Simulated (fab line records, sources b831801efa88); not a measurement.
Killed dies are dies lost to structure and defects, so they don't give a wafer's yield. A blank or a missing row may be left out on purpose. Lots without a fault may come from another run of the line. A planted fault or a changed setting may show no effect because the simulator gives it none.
Problem report in the 8D (eight disciplines) form, filled by code | flow sky130 | the parts of the form that need people (team, actions taken, sign-off) are left out

1. THE PROBLEM
run_length_s at SKY_LI_CONTACT_SOFTBAKE_08 reads a mean of 115.11 s on 6 wafers of 2 lots; wafers without a fault read 119.22 s with a standard deviation of 0.24. That is -17 standard deviations from the usual mean.
The step: time 90 s.
First seen on wafer L195.1, day 33 17:00, on litho_track-01. The record holds 36 wafers of 12 lots with a number at this step. Rule for "out", or "out of limits": more than 4 standard deviations from the usual mean. The other wafers with a number count as sound.

2. WHAT IT IS AND WHAT IT IS NOT
question                    | is                                 | is not
which readings at this step | run_length_s, heater_power_total_W | -
which lots                  | L195, L196                         | L181, L182, L183, L184, L185, L186, L198, L200, L202, L203
which wafers of those lots  | all that have a number             | -
read on which tools         | litho_track-01                     | litho_track-03, litho_track-04
when                        | from day 33 17:00                  | up to then (18 sound wafers); but 12 sound wafers of L198, L200, L202, L203 came after

3. SUSPECTS, AND WHAT RULES EACH OUT
Counting: a tool at a process step up to the reading stays a suspect if it ran every lot that is out and no sound lot after the first of them.
- litho_track-01 at SKY_LI_CONTACT_SOFTBAKE_08 (time 90 s): kept. It ran every lot that is out, first L195 (day 33 17:00), and no sound lot after that; its last sound lot up to then is L186 (day 30 18:00). Its own readings are out on those wafers: heater_power_total_W, run_length_s.
Left after counting: litho_track-01 at SKY_LI_CONTACT_SOFTBAKE_08.

4. THE CAUSE (what the simulator had put in)
Process parameter drift: litho_track-01, from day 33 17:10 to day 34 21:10, at SKY_LI_CONTACT_SOFTBAKE_08. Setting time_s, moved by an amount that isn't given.
Counting left only this tool.

5. THE CHAIN OF EFFECTS, in route order
Each row: a reading whose mean over the struck wafers that have a number lies more than 3 standard deviations from the usual. Only readings for which the record gives a usual standard deviation are gone through. hours: the time from each lot's start at the first step in this table that gives one to its start at this step, as a median over the lots. sigmas: the change in usual standard deviations.
hours | step                       | reading              | usual    | on struck wafers | change | sigmas
0     | SKY_LI_CONTACT_SOFTBAKE_08 | heater_power_total_W | 57.36 W  | 58.17            | +0.81  | +6.8
0     | SKY_LI_CONTACT_SOFTBAKE_08 | run_length_s         | 119.22 s | 115.11           | -4.11  | -17
The process steps in it:
- SKY_LI_CONTACT_SOFTBAKE_08: time 90 s.

6. WHAT WOULD HAVE CAUGHT IT SOONER
In this record the first reading out of limits was taken at day 33 17:00.
